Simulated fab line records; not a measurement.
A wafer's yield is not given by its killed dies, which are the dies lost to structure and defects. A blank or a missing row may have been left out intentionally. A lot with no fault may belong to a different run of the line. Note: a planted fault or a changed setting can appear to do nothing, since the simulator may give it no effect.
Which of the tools did it? || flow sky130 || 72 wafers from 24 lots sampled at 6 of the route's 708 steps

== WHAT THE GAUGES READ, wafer by wafer ==
SKY_VT_ADJUST_PCH_TW_MEAS_10. Usual: VT_ADJUST_PCH_TW 142.8, standard deviation 1.1.
{"lot": "L074", "measured": "day 10 09:50", "on": "film-metro-04", "VT_ADJUST_PCH_TW": "143.5 142.7 142.5", "flag": ""}
{"lot": "L075", "measured": "day 10 12:02", "on": "film-metro-03", "VT_ADJUST_PCH_TW": "142.2 141.5 140.8", "flag": ""}
{"lot": "L076", "measured": "day 10 20:54", "on": "film-metro-04", "VT_ADJUST_PCH_TW": "143.5 142.7 143.4", "flag": ""}
{"lot": "L077", "measured": "day 10 22:01", "on": "film-metro-03", "VT_ADJUST_PCH_TW": "142.0 141.3 141.8", "flag": ""}
{"lot": "L078", "measured": "day 11 03:08", "on": "film-metro-03", "VT_ADJUST_PCH_TW": "141.3 141.8 142.3", "flag": ""}
{"lot": "L079", "measured": "day 11 21:14", "on": "film-metro-04", "VT_ADJUST_PCH_TW": "143.8 143.8 143.2", "flag": ""}
{"lot": "L080", "measured": "day 11 22:37", "on": "film-metro-04", "VT_ADJUST_PCH_TW": "143.3 143.6 143.9", "flag": ""}
{"lot": "L081", "measured": "day 12 03:22", "on": "film-metro-03", "VT_ADJUST_PCH_TW": "141.9 141.7 141.7", "flag": ""}
{"lot": "L082", "measured": "day 12 12:13", "on": "film-metro-03", "VT_ADJUST_PCH_TW": "141.7 141.4 142.2", "flag": ""}
{"lot": "L083", "measured": "day 12 22:16", "on": "film-metro-04", "VT_ADJUST_PCH_TW": "144.1 144.3 143.0", "flag": ""}
{"lot": "L084", "measured": "day 13 06:49", "on": "film-metro-04", "VT_ADJUST_PCH_TW": "143.2 142.9 143.2", "flag": ""}
{"lot": "L085", "measured": "day 13 13:56", "on": "film-metro-04", "VT_ADJUST_PCH_TW": "143.8 143.8 143.6", "flag": ""}
{"lot": "L086", "measured": "day 13 22:43", "on": "film-metro-04", "VT_ADJUST_PCH_TW": "143.1 143.8 143.4", "flag": ""}
{"lot": "L087", "measured": "day 14 05:13", "on": "film-metro-04", "VT_ADJUST_PCH_TW": "143.5 143.8 144.1", "flag": ""}
{"lot": "L088", "measured": "day 14 14:10", "on": "film-metro-04", "VT_ADJUST_PCH_TW": "144.0 144.2 143.7", "flag": ""}
{"lot": "L089", "measured": "day 14 16:53", "on": "film-metro-04", "VT_ADJUST_PCH_TW": "143.4 143.5 143.1", "flag": ""}
{"lot": "L090", "measured": "day 15 02:50", "on": "film-metro-04", "VT_ADJUST_PCH_TW": "143.3 143.7 143.4", "flag": ""}
{"lot": "L091", "measured": "day 15 15:05", "on": "film-metro-03", "VT_ADJUST_PCH_TW": "141.8 141.5 141.0", "flag": ""}
{"lot": "L092", "measured": "day 16 00:39", "on": "film-metro-04", "VT_ADJUST_PCH_TW": "144.5 143.6 144.0", "flag": ""}
{"lot": "L097", "measured": "day 18 05:25", "on": "film-metro-03", "VT_ADJUST_PCH_TW": "140.8 142.4 141.5", "flag": ""}
{"lot": "L094", "measured": "day 18 07:25", "on": "film-metro-04", "VT_ADJUST_PCH_TW": "143.5 143.3 143.3", "flag": ""}
{"lot": "L095", "measured": "day 18 07:55", "on": "film-metro-03", "VT_ADJUST_PCH_TW": "141.4 141.8 141.5", "flag": ""}
{"lot": "L096", "measured": "day 18 08:48", "on": "film-metro-03", "VT_ADJUST_PCH_TW": "141.1 141.1 141.5", "flag": ""}
{"lot": "L093", "measured": "day 18 09:19", "on": "film-metro-04", "VT_ADJUST_PCH_TW": "143.4 143.6 143.2", "flag": ""}

SKY_SONOS_TUNNEL_CD_MEAS_07: the cd target is 410 nm. Usual: cd-nm reads 409.4 nm (standard deviation 2.4).
{"lot": "L074", "measured": "day 11 09:19", "on": "cd-sem-02", "cd-nm (nm)": "408.2 409.5 410.1", "flag": ""}
{"lot": "L075", "measured": "day 11 10:34", "on": "cd-sem-02", "cd-nm (nm)": "414.6 415.1 413.4", "flag": ""}
{"lot": "L076", "measured": "day 11 20:10", "on": "cd-sem-01", "cd-nm (nm)": "412.4 410.6 409.8", "flag": ""}
{"lot": "L077", "measured": "day 11 21:22", "on": "cd-sem-02", "cd-nm (nm)": "412.4 415.0 414.5", "flag": ""}
{"lot": "L078", "measured": "day 12 02:42", "on": "cd-sem-01", "cd-nm (nm)": "411.6 409.0 410.1", "flag": ""}
{"lot": "L079", "measured": "day 12 20:37", "on": "cd-sem-01", "cd-nm (nm)": "407.7 408.0 407.8", "flag": ""}
{"lot": "L080", "measured": "day 12 22:47", "on": "cd-sem-02", "cd-nm (nm)": "411.0 410.2 410.6", "flag": ""}
{"lot": "L081", "measured": "day 13 04:07", "on": "cd-sem-02", "cd-nm (nm)": "408.6 409.3 408.1", "flag": ""}
{"lot": "L082", "measured": "day 13 12:58", "on": "cd-sem-01", "cd-nm (nm)": "409.9 410.2 408.1", "flag": ""}
{"lot": "L083", "measured": "day 13 22:42", "on": "cd-sem-02", "cd-nm (nm)": "410.3 408.9 409.7", "flag": ""}
{"lot": "L084", "measured": "day 14 08:53", "on": "cd-sem-02", "cd-nm (nm)": "408.8 410.9 410.3", "flag": ""}
{"lot": "L085", "measured": "day 14 15:28", "on": "cd-sem-01", "cd-nm (nm)": "409.4 407.9 406.3", "flag": ""}
{"lot": "L086", "measured": "day 15 01:01", "on": "cd-sem-01", "cd-nm (nm)": "408.9 405.2 406.3", "flag": ""}
{"lot": "L087", "measured": "day 15 07:52", "on": "cd-sem-02", "cd-nm (nm)": "412.8 409.8 409.6", "flag": ""}
{"lot": "L088", "measured": "day 15 16:45", "on": "cd-sem-02", "cd-nm (nm)": "403.9 404.7 406.5", "flag": ""}
{"lot": "L089", "measured": "day 15 19:49", "on": "cd-sem-01", "cd-nm (nm)": "408.1 407.3 409.2", "flag": ""}
{"lot": "L090", "measured": "day 16 06:14", "on": "cd-sem-01", "cd-nm (nm)": "412.6 411.0 413.0", "flag": ""}
{"lot": "L091", "measured": "day 16 18:25", "on": "cd-sem-01", "cd-nm (nm)": "404.9 407.7 407.6", "flag": ""}
{"lot": "L092", "measured": "day 17 04:58", "on": "cd-sem-02", "cd-nm (nm)": "409.3 409.3 408.2", "flag": ""}
{"lot": "L097", "measured": "day 19 12:16", "on": "cd-sem-02", "cd-nm (nm)": "409.9 409.8 409.7", "flag": ""}
{"lot": "L094", "measured": "day 19 14:56", "on": "cd-sem-02", "cd-nm (nm)": "405.8 406.2 404.2", "flag": ""}
{"lot": "L095", "measured": "day 19 15:19", "on": "cd-sem-02", "cd-nm (nm)": "409.9 411.0 409.8", "flag": ""}
{"lot": "L096", "measured": "day 19 16:13", "on": "cd-sem-01", "cd-nm (nm)": "407.0 406.7 406.7", "flag": ""}
{"lot": "L093", "measured": "day 19 16:33", "on": "cd-sem-02", "cd-nm (nm)": "411.6 413.0 410.8", "flag": ""}

SKY_RES_PROTECT_TW_MEAS_08. Usual: POLY_GATE_TW 4029, standard deviation 29.
{"lot": "L074", "measured": "day 14 22:16", "on": "film-metro-04", "POLY_GATE_TW": "4078 4072 4071", "flag": ""}
{"lot": "L075", "measured": "day 15 02:28", "on": "film-metro-01", "POLY_GATE_TW": "3995 3997 3997", "flag": ""}
{"lot": "L076", "measured": "day 15 09:07", "on": "film-metro-01", "POLY_GATE_TW": "4005 4009 4029", "flag": ""}
{"lot": "L077", "measured": "day 15 19:25", "on": "film-metro-04", "POLY_GATE_TW": "4041 4048 4050", "flag": ""}
{"lot": "L078", "measured": "day 15 23:22", "on": "film-metro-04", "POLY_GATE_TW": "4061 4056 4050", "flag": ""}
{"lot": "L079", "measured": "day 16 19:58", "on": "film-metro-01", "POLY_GATE_TW": "3998 4012 4004", "flag": ""}
{"lot": "L080", "measured": "day 16 20:08", "on": "film-metro-01", "POLY_GATE_TW": "4027 4012 4013", "flag": ""}
{"lot": "L081", "measured": "day 17 05:44", "on": "film-metro-01", "POLY_GATE_TW": "4018 4013 3994", "flag": ""}
{"lot": "L082", "measured": "day 17 10:43", "on": "film-metro-04", "POLY_GATE_TW": "4041 4030 4044", "flag": ""}
{"lot": "L083", "measured": "day 18 03:01", "on": "film-metro-01", "POLY_GATE_TW": "4017 3994 4032", "flag": ""}
{"lot": "L084", "measured": "day 18 14:15", "on": "film-metro-04", "POLY_GATE_TW": "4050 4063 4056", "flag": ""}
{"lot": "L085", "measured": "day 18 16:40", "on": "film-metro-04", "POLY_GATE_TW": "4059 4045 4069", "flag": ""}
{"lot": "L086", "measured": "day 19 04:17", "on": "film-metro-04", "POLY_GATE_TW": "4073 4046 4053", "flag": ""}
{"lot": "L087", "measured": "day 19 10:30", "on": "film-metro-02", "POLY_GATE_TW": "3999 3995 3977", "flag": ""}
{"lot": "L088", "measured": "day 19 20:26", "on": "film-metro-01", "POLY_GATE_TW": "4057 3999 4025", "flag": ""}
{"lot": "L089", "measured": "day 20 06:40", "on": "film-metro-04", "POLY_GATE_TW": "4025 4017 4018", "flag": ""}
{"lot": "L090", "measured": "day 20 11:30", "on": "film-metro-02", "POLY_GATE_TW": "4034 4029 4005", "flag": ""}
{"lot": "L091", "measured": "day 21 04:02", "on": "film-metro-04", "POLY_GATE_TW": "4041 4042 4038", "flag": ""}
{"lot": "L092", "measured": "day 21 19:54", "on": "film-metro-01", "POLY_GATE_TW": "4045 4037 4050", "flag": ""}
{"lot": "L097", "measured": "day 23 15:49", "on": "film-metro-04", "POLY_GATE_TW": "4059 4069 4077", "flag": ""}
{"lot": "L094", "measured": "day 23 17:31", "on": "film-metro-02", "POLY_GATE_TW": "3994 3979 3976", "flag": ""}
{"lot": "L095", "measured": "day 23 20:07", "on": "film-metro-01", "POLY_GATE_TW": "4014 3993 3997", "flag": ""}
{"lot": "L096", "measured": "day 23 23:06", "on": "film-metro-04", "POLY_GATE_TW": "4074 4065 4064", "flag": ""}
{"lot": "L093", "measured": "day 23 22:16", "on": "film-metro-02", "POLY_GATE_TW": "4012 3988 3973", "flag": ""}

SKY_LDD_LDN_OVL_MEAS_07. Usual: LDD_LDN_OVL 1.1 nm, standard deviation 1.4.
{"lot": "L074", "measured": "day 22 13:13", "on": "overlay-02", "LDD_LDN_OVL (nm)": "1.3 -0.5 0.0", "flag": ""}
{"lot": "L075", "measured": "day 22 20:28", "on": "overlay-02", "LDD_LDN_OVL (nm)": "2.2 2.2 0.6", "flag": ""}
{"lot": "L076", "measured": "day 23 01:11", "on": "overlay-01", "LDD_LDN_OVL (nm)": "0.4 0.1 1.4", "flag": ""}
{"lot": "L077", "measured": "day 23 14:02", "on": "overlay-01", "LDD_LDN_OVL (nm)": "1.6 2.3 1.9", "flag": ""}
{"lot": "L078", "measured": "day 23 21:56", "on": "overlay-01", "LDD_LDN_OVL (nm)": "3.5 4.4 3.2", "flag": ""}
{"lot": "L079", "measured": "day 24 15:35", "on": "overlay-01", "LDD_LDN_OVL (nm)": "1.6 -0.3 0.7", "flag": ""}
{"lot": "L080", "measured": "day 24 15:39", "on": "overlay-02", "LDD_LDN_OVL (nm)": "2.9 2.6 0.2", "flag": ""}
{"lot": "L081", "measured": "day 25 00:18", "on": "overlay-01", "LDD_LDN_OVL (nm)": "0.1 0.5 0.8", "flag": ""}
{"lot": "L082", "measured": "day 25 09:46", "on": "overlay-01", "LDD_LDN_OVL (nm)": "1.1 0.2 1.8", "flag": ""}
{"lot": "L083", "measured": "day 26 00:12", "on": "overlay-02", "LDD_LDN_OVL (nm)": "2.0 3.3 3.1", "flag": ""}
{"lot": "L084", "measured": "day 26 11:41", "on": "overlay-01", "LDD_LDN_OVL (nm)": "-0.3 2.1 -0.5", "flag": ""}
{"lot": "L085", "measured": "day 26 13:50", "on": "overlay-01", "LDD_LDN_OVL (nm)": "-0.1 -1.3 1.2", "flag": ""}
{"lot": "L086", "measured": "day 26 21:44", "on": "overlay-02", "LDD_LDN_OVL (nm)": "-0.7 1.2 -0.2", "flag": ""}
{"lot": "L087", "measured": "day 27 04:06", "on": "overlay-02", "LDD_LDN_OVL (nm)": "2.2 1.3 2.6", "flag": ""}
{"lot": "L088", "measured": "day 27 13:38", "on": "overlay-02", "LDD_LDN_OVL (nm)": "1.0 3.0 0.2", "flag": ""}
{"lot": "L089", "measured": "day 27 22:47", "on": "overlay-01", "LDD_LDN_OVL (nm)": "-0.2 -0.6 -1.5", "flag": ""}
{"lot": "L090", "measured": "day 28 00:59", "on": "overlay-01", "LDD_LDN_OVL (nm)": "2.9 1.5 1.5", "flag": ""}
{"lot": "L091", "measured": "day 28 17:59", "on": "overlay-01", "LDD_LDN_OVL (nm)": "0.5 1.9 3.2", "flag": ""}
{"lot": "L092", "measured": "day 29 08:55", "on": "overlay-02", "LDD_LDN_OVL (nm)": "0.3 -0.3 0.0", "flag": ""}
{"lot": "L097", "measured": "day 31 03:17", "on": "overlay-02", "LDD_LDN_OVL (nm)": "1.6 2.3 2.9", "flag": ""}
{"lot": "L094", "measured": "day 31 03:29", "on": "overlay-02", "LDD_LDN_OVL (nm)": "3.1 3.4 0.7", "flag": ""}
{"lot": "L095", "measured": "day 31 05:47", "on": "overlay-01", "LDD_LDN_OVL (nm)": "-2.0 0.7 0.3", "flag": ""}
{"lot": "L096", "measured": "day 31 12:01", "on": "overlay-01", "LDD_LDN_OVL (nm)": "0.2 0.1 -1.1", "flag": ""}
{"lot": "L093", "measured": "day 31 07:14", "on": "overlay-01", "LDD_LDN_OVL (nm)": "0.7 -0.7 1.3", "flag": ""}

== EACH LOT AND THE TOOL THAT RAN IT (in order: tool; ch and the chambers of the sampled wafers; start) ==
{"lot": "L074", "SKY_VT_ADJUST_LVTN_STRIP_20": "plasma-asher-02 ch 0,1, day 7 18:13", "SKY_SONOS_ONO_ETCH_15": "rie-diel-02 ch 1,2, day 12 14:08"}
{"lot": "L075", "SKY_VT_ADJUST_LVTN_STRIP_20": "plasma-asher-01 ch 0,1, day 7 19:50", "SKY_SONOS_ONO_ETCH_15": "rie-diel-03 ch 0,2,3, day 12 17:04"}
{"lot": "L076", "SKY_VT_ADJUST_LVTN_STRIP_20": "plasma-asher-03 ch 1, day 8 03:16", "SKY_SONOS_ONO_ETCH_15": "rie-diel-01 ch 0,1,2, day 13 00:53"}
{"lot": "L077", "SKY_VT_ADJUST_LVTN_STRIP_20": "plasma-asher-02 ch 0,1, day 8 04:55", "SKY_SONOS_ONO_ETCH_15": "rie-diel-03 ch 1,2,3, day 13 04:44"}
{"lot": "L078", "SKY_VT_ADJUST_LVTN_STRIP_20": "plasma-asher-01 ch 0,1, day 8 10:58", "SKY_SONOS_ONO_ETCH_15": "rie-diel-01 ch 0,3, day 13 10:26"}
{"lot": "L079", "SKY_VT_ADJUST_LVTN_STRIP_20": "plasma-asher-03 ch 0,1, day 9 00:19", "SKY_SONOS_ONO_ETCH_15": "rie-diel-03 ch 2,3, day 14 03:50"}
{"lot": "L080", "SKY_VT_ADJUST_LVTN_STRIP_20": "plasma-asher-01 ch 0,1, day 9 01:43", "SKY_SONOS_ONO_ETCH_15": "rie-diel-02 ch 0,1,3, day 14 05:14"}
{"lot": "L081", "SKY_VT_ADJUST_LVTN_STRIP_20": "plasma-asher-03 ch 0,1, day 9 06:26", "SKY_SONOS_ONO_ETCH_15": "rie-diel-02 ch 0,1,3, day 14 15:17"}
{"lot": "L082", "SKY_VT_ADJUST_LVTN_STRIP_20": "plasma-asher-01 ch 0,1, day 9 14:20", "SKY_SONOS_ONO_ETCH_15": "rie-diel-01 ch 2,3, day 14 21:38"}
{"lot": "L083", "SKY_VT_ADJUST_LVTN_STRIP_20": "plasma-asher-02 ch 0,1, day 9 23:29", "SKY_SONOS_ONO_ETCH_15": "rie-diel-02 ch 1,2,3, day 15 12:07"}
{"lot": "L084", "SKY_VT_ADJUST_LVTN_STRIP_20": "plasma-asher-03 ch 0,1, day 10 07:49", "SKY_SONOS_ONO_ETCH_15": "rie-diel-02 ch 1,2,3, day 15 20:11"}
{"lot": "L085", "SKY_VT_ADJUST_LVTN_STRIP_20": "plasma-asher-01 ch 0,1, day 10 13:01", "SKY_SONOS_ONO_ETCH_15": "rie-diel-02 ch 0,2, day 15 23:22"}
{"lot": "L086", "SKY_VT_ADJUST_LVTN_STRIP_20": "plasma-asher-03 ch 0,1, day 10 21:04", "SKY_SONOS_ONO_ETCH_15": "rie-diel-01 ch 1,2,3, day 16 10:49"}
{"lot": "L087", "SKY_VT_ADJUST_LVTN_STRIP_20": "plasma-asher-01 ch 0,1, day 11 02:41", "SKY_SONOS_ONO_ETCH_15": "rie-diel-02 ch 0,2, day 16 16:46"}
{"lot": "L088", "SKY_VT_ADJUST_LVTN_STRIP_20": "plasma-asher-02 ch 0,1, day 11 09:46", "SKY_SONOS_ONO_ETCH_15": "rie-diel-01 ch 0,1,2, day 17 01:26"}
{"lot": "L089", "SKY_VT_ADJUST_LVTN_STRIP_20": "plasma-asher-01 ch 0,1, day 11 12:49", "SKY_SONOS_ONO_ETCH_15": "rie-diel-03 ch 0,1, day 17 08:13"}
{"lot": "L090", "SKY_VT_ADJUST_LVTN_STRIP_20": "plasma-asher-03 ch 1, day 11 22:02", "SKY_SONOS_ONO_ETCH_15": "rie-diel-01 ch 0,1,2, day 17 16:02"}
{"lot": "L091", "SKY_VT_ADJUST_LVTN_STRIP_20": "plasma-asher-03 ch 0,1, day 12 09:20", "SKY_SONOS_ONO_ETCH_15": "rie-diel-02 ch 1,2,3, day 18 07:26"}
{"lot": "L092", "SKY_VT_ADJUST_LVTN_STRIP_20": "plasma-asher-03 ch 0,1, day 12 17:19", "SKY_SONOS_ONO_ETCH_15": "rie-diel-02 ch 1,2,3, day 18 17:58"}
{"lot": "L097", "SKY_VT_ADJUST_LVTN_STRIP_20": "plasma-asher-01 ch 0,1, day 14 16:22", "SKY_SONOS_ONO_ETCH_15": "rie-diel-02 ch 0,1,3, day 20 21:59"}
{"lot": "L094", "SKY_VT_ADJUST_LVTN_STRIP_20": "plasma-asher-01 ch 0,1, day 14 17:20", "SKY_SONOS_ONO_ETCH_15": "rie-diel-03 ch 0,2,3, day 21 00:47"}
{"lot": "L095", "SKY_VT_ADJUST_LVTN_STRIP_20": "plasma-asher-01 ch 0,1, day 14 17:55", "SKY_SONOS_ONO_ETCH_15": "rie-diel-02 ch 0,1,2, day 21 03:58"}
{"lot": "L096", "SKY_VT_ADJUST_LVTN_STRIP_20": "plasma-asher-01 ch 0,1, day 14 18:34", "SKY_SONOS_ONO_ETCH_15": "rie-diel-02 ch 0,1,3, day 21 06:02"}
{"lot": "L093", "SKY_VT_ADJUST_LVTN_STRIP_20": "plasma-asher-03 ch 0,1, day 14 19:20", "SKY_SONOS_ONO_ETCH_15": "rie-diel-01 ch 1,2, day 21 04:16"}
- SKY_VT_ADJUST_LVTN_STRIP_20: strips in O2/N2.
- SKY_SONOS_ONO_ETCH_15: etches the open film in CHF3/O2, target depth 19.52 nm, time 7.8 s.

== WHAT THE TOOLS THEMSELVES READ (means of the sampled wafers that have a number; where no wafer has one, the mark that the record gives instead) ==
SKY_VT_ADJUST_LVTN_STRIP_20. Usual: drypump-motor-current-A 6.1 A, standard deviation 0.52; oes-product-au 0.715 a.u., standard deviation 0.0047; strip-time-to-endpoint-s 14.19 s, standard deviation 0.038.
{"lot": "L074", "tool": "plasma-asher-02", "drypump-motor-current-A (A)": 6.1, "oes-product-au (a.u.)": 0.717, "strip-time-to-endpoint-s (s)": 14.19, "flag": ""}
{"lot": "L075", "tool": "plasma-asher-01", "drypump-motor-current-A (A)": 6.3, "oes-product-au (a.u.)": 0.717, "strip-time-to-endpoint-s (s)": 14.17, "flag": ""}
{"lot": "L076", "tool": "plasma-asher-03", "drypump-motor-current-A (A)": 5.5, "oes-product-au (a.u.)": 0.712, "strip-time-to-endpoint-s (s)": 14.20, "flag": ""}
{"lot": "L077", "tool": "plasma-asher-02", "drypump-motor-current-A (A)": 5.6, "oes-product-au (a.u.)": 0.714, "strip-time-to-endpoint-s (s)": 14.16, "flag": ""}
{"lot": "L078", "tool": "plasma-asher-01", "drypump-motor-current-A (A)": 6.0, "oes-product-au (a.u.)": 0.721, "strip-time-to-endpoint-s (s)": 14.25, "flag": ""}
{"lot": "L079", "tool": "plasma-asher-03", "drypump-motor-current-A (A)": 6.2, "oes-product-au (a.u.)": 0.713, "strip-time-to-endpoint-s (s)": 14.16, "flag": ""}
{"lot": "L080", "tool": "plasma-asher-01", "drypump-motor-current-A (A)": 6.0, "oes-product-au (a.u.)": 0.715, "strip-time-to-endpoint-s (s)": 14.21, "flag": ""}
{"lot": "L081", "tool": "plasma-asher-03", "drypump-motor-current-A (A)": 5.9, "oes-product-au (a.u.)": 0.714, "strip-time-to-endpoint-s (s)": 14.20, "flag": ""}
{"lot": "L082", "tool": "plasma-asher-01", "drypump-motor-current-A (A)": 6.3, "oes-product-au (a.u.)": 0.714, "strip-time-to-endpoint-s (s)": 14.15, "flag": ""}
{"lot": "L083", "tool": "plasma-asher-02", "drypump-motor-current-A (A)": 6.1, "oes-product-au (a.u.)": 0.714, "strip-time-to-endpoint-s (s)": 14.15, "flag": ""}
{"lot": "L084", "tool": "plasma-asher-03", "drypump-motor-current-A (A)": 6.3, "oes-product-au (a.u.)": 0.712, "strip-time-to-endpoint-s (s)": 14.15, "flag": ""}
{"lot": "L085", "tool": "plasma-asher-01", "drypump-motor-current-A (A)": 6.3, "oes-product-au (a.u.)": 0.712, "strip-time-to-endpoint-s (s)": 14.20, "flag": ""}
{"lot": "L086", "tool": "plasma-asher-03", "drypump-motor-current-A (A)": 5.9, "oes-product-au (a.u.)": 0.717, "strip-time-to-endpoint-s (s)": 14.18, "flag": ""}
{"lot": "L087", "tool": "plasma-asher-01", "drypump-motor-current-A (A)": 6.0, "oes-product-au (a.u.)": 0.714, "strip-time-to-endpoint-s (s)": 14.17, "flag": ""}
{"lot": "L088", "tool": "plasma-asher-02", "drypump-motor-current-A (A)": 6.1, "oes-product-au (a.u.)": 0.718, "strip-time-to-endpoint-s (s)": 14.21, "flag": ""}
{"lot": "L089", "tool": "plasma-asher-01", "drypump-motor-current-A (A)": 6.0, "oes-product-au (a.u.)": 0.718, "strip-time-to-endpoint-s (s)": 14.26, "flag": ""}
{"lot": "L090", "tool": "plasma-asher-03", "drypump-motor-current-A (A)": 5.5, "oes-product-au (a.u.)": 0.712, "strip-time-to-endpoint-s (s)": 14.20, "flag": ""}
{"lot": "L091", "tool": "plasma-asher-03", "drypump-motor-current-A (A)": 6.3, "oes-product-au (a.u.)": 0.721, "strip-time-to-endpoint-s (s)": 14.21, "flag": ""}
{"lot": "L092", "tool": "plasma-asher-03", "drypump-motor-current-A (A)": 6.3, "oes-product-au (a.u.)": 0.714, "strip-time-to-endpoint-s (s)": 14.17, "flag": ""}
{"lot": "L097", "tool": "plasma-asher-01", "drypump-motor-current-A (A)": 6.0, "oes-product-au (a.u.)": 0.712, "strip-time-to-endpoint-s (s)": 14.15, "flag": ""}
{"lot": "L094", "tool": "plasma-asher-01", "drypump-motor-current-A (A)": 6.3, "oes-product-au (a.u.)": 0.718, "strip-time-to-endpoint-s (s)": 14.15, "flag": ""}
{"lot": "L095", "tool": "plasma-asher-01", "drypump-motor-current-A (A)": 6.0, "oes-product-au (a.u.)": 0.712, "strip-time-to-endpoint-s (s)": 14.24, "flag": ""}
{"lot": "L096", "tool": "plasma-asher-01", "drypump-motor-current-A (A)": 6.3, "oes-product-au (a.u.)": 0.716, "strip-time-to-endpoint-s (s)": 14.19, "flag": ""}
{"lot": "L093", "tool": "plasma-asher-03", "drypump-motor-current-A (A)": 5.9, "oes-product-au (a.u.)": 0.720, "strip-time-to-endpoint-s (s)": 14.23, "flag": ""}

SKY_SONOS_ONO_ETCH_15. Usual: drypump-motor-current-A 5.7 A, standard deviation 0.38; oes-product-au 1.007 a.u., standard deviation 0.013; throttle-valve-pct 8.827 %, standard deviation 0.0085.
{"lot": "L074", "tool": "rie-diel-02", "drypump-motor-current-A (A)": 5.9, "oes-product-au (a.u.)": 1.008, "throttle-valve-pct (%)": 8.830, "flag": ""}
{"lot": "L075", "tool": "rie-diel-03", "drypump-motor-current-A (A)": 5.7, "oes-product-au (a.u.)": 1.015, "throttle-valve-pct (%)": 8.822, "flag": ""}
{"lot": "L076", "tool": "rie-diel-01", "drypump-motor-current-A (A)": 5.9, "oes-product-au (a.u.)": 1.015, "throttle-valve-pct (%)": 8.832, "flag": ""}
{"lot": "L077", "tool": "rie-diel-03", "drypump-motor-current-A (A)": 6.0, "oes-product-au (a.u.)": 1.003, "throttle-valve-pct (%)": 8.827, "flag": ""}
{"lot": "L078", "tool": "rie-diel-01", "drypump-motor-current-A (A)": 5.9, "oes-product-au (a.u.)": 1.006, "throttle-valve-pct (%)": 8.831, "flag": ""}
{"lot": "L079", "tool": "rie-diel-03", "drypump-motor-current-A (A)": 5.7, "oes-product-au (a.u.)": 1.002, "throttle-valve-pct (%)": 8.831, "flag": ""}
{"lot": "L080", "tool": "rie-diel-02", "drypump-motor-current-A (A)": 5.6, "oes-product-au (a.u.)": 1.011, "throttle-valve-pct (%)": 8.824, "flag": ""}
{"lot": "L081", "tool": "rie-diel-02", "drypump-motor-current-A (A)": 5.6, "oes-product-au (a.u.)": 1.012, "throttle-valve-pct (%)": 8.818, "flag": ""}
{"lot": "L082", "tool": "rie-diel-01", "drypump-motor-current-A (A)": 5.6, "oes-product-au (a.u.)": 1.007, "throttle-valve-pct (%)": 8.821, "flag": ""}
{"lot": "L083", "tool": "rie-diel-02", "drypump-motor-current-A (A)": 5.7, "oes-product-au (a.u.)": 1.006, "throttle-valve-pct (%)": 8.826, "flag": ""}
{"lot": "L084", "tool": "rie-diel-02", "drypump-motor-current-A (A)": 5.7, "oes-product-au (a.u.)": 0.998, "throttle-valve-pct (%)": 8.828, "flag": ""}
{"lot": "L085", "tool": "rie-diel-02", "drypump-motor-current-A (A)": 5.6, "oes-product-au (a.u.)": 1.023, "throttle-valve-pct (%)": 8.840, "flag": ""}
{"lot": "L086", "tool": "rie-diel-01", "drypump-motor-current-A (A)": 5.7, "oes-product-au (a.u.)": 1.021, "throttle-valve-pct (%)": 8.824, "flag": ""}
{"lot": "L087", "tool": "rie-diel-02", "drypump-motor-current-A (A)": 5.6, "oes-product-au (a.u.)": 1.005, "throttle-valve-pct (%)": 8.828, "flag": ""}
{"lot": "L088", "tool": "rie-diel-01", "drypump-motor-current-A (A)": 5.9, "oes-product-au (a.u.)": 1.016, "throttle-valve-pct (%)": 8.830, "flag": ""}
{"lot": "L089", "tool": "rie-diel-03", "drypump-motor-current-A (A)": 6.2, "oes-product-au (a.u.)": 1.015, "throttle-valve-pct (%)": 8.828, "flag": ""}
{"lot": "L090", "tool": "rie-diel-01", "drypump-motor-current-A (A)": 5.9, "oes-product-au (a.u.)": 1.010, "throttle-valve-pct (%)": 8.824, "flag": ""}
{"lot": "L091", "tool": "rie-diel-02", "drypump-motor-current-A (A)": 5.7, "oes-product-au (a.u.)": 0.997, "throttle-valve-pct (%)": 8.825, "flag": ""}
{"lot": "L092", "tool": "rie-diel-02", "drypump-motor-current-A (A)": 5.7, "oes-product-au (a.u.)": 0.993, "throttle-valve-pct (%)": 8.828, "flag": ""}
{"lot": "L097", "tool": "rie-diel-02", "drypump-motor-current-A (A)": 5.6, "oes-product-au (a.u.)": 1.001, "throttle-valve-pct (%)": 8.826, "flag": ""}
{"lot": "L094", "tool": "rie-diel-03", "drypump-motor-current-A (A)": 5.7, "oes-product-au (a.u.)": 1.003, "throttle-valve-pct (%)": 8.826, "flag": ""}
{"lot": "L095", "tool": "rie-diel-02", "drypump-motor-current-A (A)": 5.9, "oes-product-au (a.u.)": 1.006, "throttle-valve-pct (%)": 8.832, "flag": ""}
{"lot": "L096", "tool": "rie-diel-02", "drypump-motor-current-A (A)": 5.6, "oes-product-au (a.u.)": 0.996, "throttle-valve-pct (%)": 8.832, "flag": ""}
{"lot": "L093", "tool": "rie-diel-01", "drypump-motor-current-A (A)": 5.7, "oes-product-au (a.u.)": 1.004, "throttle-valve-pct (%)": 8.822, "flag": ""}

== THE ANSWER, worked out from the rows above alone ==
Rule: a lot is off if the mean of its wafers that have a number lies more than 3 standard deviations from the usual mean. Also off: a lot with no number at a reading for which 4 or more lots have one. Any other lot the step has rows for is counted as sound. First the gauges in route order, then the tools' own readings, where a lot's mean is used as printed above. At the first step where some lot is off, the reading lying furthest off is the one used; lots without a number count as furthest.
No lot is off at any reading shown: from this, nothing can be told.

== WHAT THE SIMULATOR HAD INSERTED ==
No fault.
